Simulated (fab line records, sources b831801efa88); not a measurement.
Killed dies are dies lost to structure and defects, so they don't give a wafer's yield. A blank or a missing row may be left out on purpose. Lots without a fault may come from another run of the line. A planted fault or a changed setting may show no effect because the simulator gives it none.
Problem report in the 8D (eight disciplines) form, filled by code | flow sky130 | the parts of the form that need people (team, actions taken, sign-off) are left out

1. THE PROBLEM
VT_ADJUST_NCORE_OVL at SKY_VT_ADJUST_NCORE_OVL_MEAS_08 reads a mean of 130.9 nm on 9 wafers of 3 lots; wafers without a fault read -0.5 nm with a standard deviation of 1.5. That is +88 standard deviations from the usual mean.
First seen on wafer L245.2, day 11 05:27, on overlay-01. The record holds 33 wafers of 11 lots with a number at this step. Rule for "out", or "out of limits": more than 4 standard deviations from the usual mean. The other wafers with a number count as sound.

2. WHAT IT IS AND WHAT IT IS NOT
question                    | is                     | is not
which readings at this step | VT_ADJUST_NCORE_OVL    | -
which lots                  | L245, L246, L248       | L237, L238, L239, L242, L243, L244, L250, L254
which wafers of those lots  | all that have a number | -
read on which gauges        | overlay-01, overlay-02 | -
when                        | from day 11 05:27      | up to then (18 sound wafers); but 6 sound wafers of L250, L254 came after

3. SUSPECTS, AND WHAT RULES EACH OUT
Counting: a tool at a process step up to the reading stays a suspect if it ran every lot that is out and no sound lot after the first of them.
- the gauge at SKY_VT_ADJUST_NCORE_OVL_MEAS_08: ruled out. The wafers that are out were read on 2 gauges (overlay-01, overlay-02).
- iline_stepper-02 at SKY_VT_ADJUST_NCORE_EXPOSE_04 (exposes mask LVTN COMPLEMENT THIN, target cd 380 nm): kept. It ran every lot that is out, first L245 (day 10 18:20), and no sound lot after that; its last sound lot up to then is L244 (day 10 11:57).
Left after counting: iline_stepper-02 at SKY_VT_ADJUST_NCORE_EXPOSE_04.

4. THE CAUSE (what the simulator had put in)
Scanner matching overlay: iline_stepper-02, from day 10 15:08 on, at SKY_VT_ADJUST_NCORE_EXPOSE_04. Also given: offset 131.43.
Counting left only this tool.

5. THE CHAIN OF EFFECTS, in route order
Each row: a reading whose mean over the struck wafers that have a number lies more than 3 standard deviations from the usual. Only readings for which the record gives a usual standard deviation are gone through. hours: the time from each lot's start at the first step in this table that gives one to its start at this step, as a median over the lots. sigmas: the change in usual standard deviations.
hours | step                            | reading             | usual   | on struck wafers | change | sigmas
0     | SKY_VT_ADJUST_NCORE_OVL_MEAS_08 | VT_ADJUST_NCORE_OVL | -0.5 nm | 130.9            | +131.4 | +88
Later measuring or inspecting steps at which every struck wafer that the step has a row for has a number for every such reading, and none has moved that far: SKY_SONOS_TUNNEL_OVL_MEAS_08.

6. WHAT WOULD HAVE CAUGHT IT SOONER
In this record the first reading out of limits at a measuring or inspecting step was taken at day 11 05:27, 14 hours after the fault began at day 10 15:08.
Of the tool readings at SKY_VT_ADJUST_NCORE_EXPOSE_04 for which the record gives a usual standard deviation, none was out on any struck wafer, so an alarm limit of 4 standard deviations on them would not have fired.
Of the lots that are out (3), L248 began SKY_VT_ADJUST_NCORE_EXPOSE_04 on iline_stepper-02 after day 11 05:27. A hold on the tool at that time would have spared it.
